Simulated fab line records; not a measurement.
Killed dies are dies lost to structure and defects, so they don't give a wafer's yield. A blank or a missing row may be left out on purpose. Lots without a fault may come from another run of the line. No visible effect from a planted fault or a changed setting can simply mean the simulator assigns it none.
A lot that was struck, set against a sound lot :: flow sky130 :: 34 out of 708 route steps
Sound: wafers L237.1, L237.2, L237.6. The struck wafers were L235.1, L235.2, L235.5. The cause is named last.
Each step with rows lists, per side, the tool, then ch with its chambers, then its first start. Under that, the readings that differ: sound wafers :: struck wafers :: difference of the means :: sigmas: that difference in standard deviations of wafers without a fault.
alike: same words and numbers on both sides, and readings whose means sit less than 2 such deviations apart. not compared: any withheld reading, any reading some wafer has no value for, any bound like >300 that may hide the same value, and any number with overlapping values for which the record gives no deviation.
Wherever a step has rows on one side only, a row that says differs or no value, or a row with sigmas, the two part there. When numbers do not overlap yet have no deviation, they are printed without sigmas and do not part them. Lack of a reading on every wafer of one side parts them only where that side has two or more wafers.

first, 9 steps without rows for these wafers: SKY_METAL2_DEHYDRATE_07 (time 60 s); SKY_METAL2_HMDS_08 (prime time 60 s); SKY_METAL2_COAT_09 (resist thk 60 nm); SKY_METAL2_COAT_10 (resist thk 450 nm); SKY_METAL2_SOFTBAKE_11 (time 90 s); SKY_METAL2_EXPOSE_12 (exposes mask MM2, target cd 140 nm); SKY_METAL2_PEB_13; SKY_METAL2_DEVELOP_14 (develop time 60 s); SKY_METAL2_DESCUM_17 (chemistry O2, time 8 s).
SKY_METAL2_ETCH_18: etches BARC in N2/H2, stops on SiO2, time 45.9 s, target depth 60 nm.
  sound on rie metal-01 ch 0,1, day 39 23:16; struck on rie metal-02 ch 0,1, day 39 10:58
  alike: drypump motor current A, h2 flow sccm, oes product au, throttle valve pct
  not compared: rf hours counter h
then, 23 steps without rows for these wafers: SKY_METAL2_METAL_ETCH_19 (etches the open film in Cl2/BCl3, stops on SiO2, target depth 360 nm, time 78 s); SKY_METAL2_STRIP_20 (strips in O2/N2); SKY_METAL2_STRIP_21 (strips in post etch residue remover, time 1200 s); SKY_METAL2_CLEAN_22 (cleans in IPA, time 180 s); SKY_METAL2_CLEAN_23 (cleans in O3/DIW); SKY_VIA2_HDPCVD_00 (deposits SiO2, target thk 1180 nm, time 196.7 s); SKY_VIA2_CMP_02 (polishes SiO2); SKY_VIA2_DEHYDRATE_04 (time 60 s); SKY_VIA2_HMDS_05 (prime time 60 s); SKY_VIA2_COAT_06 (resist thk 60 nm); SKY_VIA2_COAT_07 (resist thk 450 nm); SKY_VIA2_SOFTBAKE_08 (time 90 s); SKY_VIA2_EXPOSE_09 (exposes mask VIM2, target cd 200 nm); SKY_VIA2_PEB_10; SKY_VIA2_DEVELOP_11 (develop time 60 s); SKY_VIA2_ETCH_14 (etches BARC in N2/H2, stops on SiO2, time 45.9 s, target depth 60 nm); SKY_VIA2_ETCH_15 (etches SiO2 in C4F8/O2/Ar, stops on TiN, target depth 546 nm, time 84 s); SKY_VIA2_STRIP_16 (strips in O2/N2); SKY_VIA2_STRIP_17 (strips in post etch residue remover, time 1200 s); SKY_VIA2_CLEAN_18 (cleans in IPA, time 180 s); SKY_VIA2_CLEAN_19 (cleans in O3/DIW); SKY_VIA2_SPUTTER_20 (material TiN, target thk 20 nm, time 80 s); SKY_VIA2_CVD_21 (deposits W, target thk 420 nm, time 126.4 s).
-- the record jumps here: 10 days lie between the struck wafers' starts before and after (it left off in module VIA2 and takes up again in module PAD_OPEN, whose first step shown is number 708 of the route) --
SKY_PAD_OPEN_PROBE_99:
  sound on prober-01, day 49 13:17; struck on prober-01, day 49 03:25
reading: hold
sound: - - -
struck: await dispo/4.1h/release await dispo/4.1h/release await dispo/4.1h/release
difference: no value on the sound wafers
sigmas: 

reading: defect limited yield (%)
sound: 88.0 83.5 78.9
struck: 76.2 77.2 75.6
difference: -7.1
sigmas: -4

reading: killed_at_M0_to_M3
sound: 35 45 64
struck: 76 76 82
difference: +30
sigmas: +4

reading: killed dies
sound: 59 81 104
struck: 117 112 120
difference: +35
sigmas: +4

reading: killed on rim
sound: 12 9 22
struck: 30 25 32
difference: +15
sigmas: +4

reading: sort_bin_3_pad_short (%)
sound: 0.4 0.6 0.4
struck: 3.0 2.4 2.2
difference: +2.1
sigmas: +5

reading: sort_bin_5_function (%)
sound: 6.5 10.0 11.2
struck: 14.2 13.2 14.4
difference: +4.7
sigmas: +3

reading: sort n pass
sound: 433 411 388
struck: 375 380 372
difference: -35
sigmas: -4

reading: sort yield pct (%)
sound: 88.0 83.5 78.9
struck: 76.2 77.2 75.6
difference: -7.1
sigmas: -4

reading: model.etest.tester.sort n pass
sound: 433 411 388
struck: 375 380 372
difference: -35
sigmas: 

reading: model.etest.tester.sort yield pct (%)
sound: 88.01 83.54 78.86
struck: 76.22 77.24 75.61
difference: -7.11
sigmas: 

reading: model.etest.tester.sort_bin_5_pct (%)
sound: 6.504 9.959 11.18
struck: 14.23 13.21 14.43
difference: +4.74
sigmas: 

reading: model.etest.tester.sort_bin_3_pct (%)
sound: 0.4065 0.6098 0.4065
struck: 3.049 2.439 2.236
difference: +2.100
sigmas: 
  alike: killed_at_M4_up, killed at contacts, killed at front end, killed at other, killed open, killed short, sort_bin_6_memory

== WHERE THEY PART ==
Within this record, at SKY_PAD_OPEN_PROBE_99 only.

WHY: what had been put in by the simulator
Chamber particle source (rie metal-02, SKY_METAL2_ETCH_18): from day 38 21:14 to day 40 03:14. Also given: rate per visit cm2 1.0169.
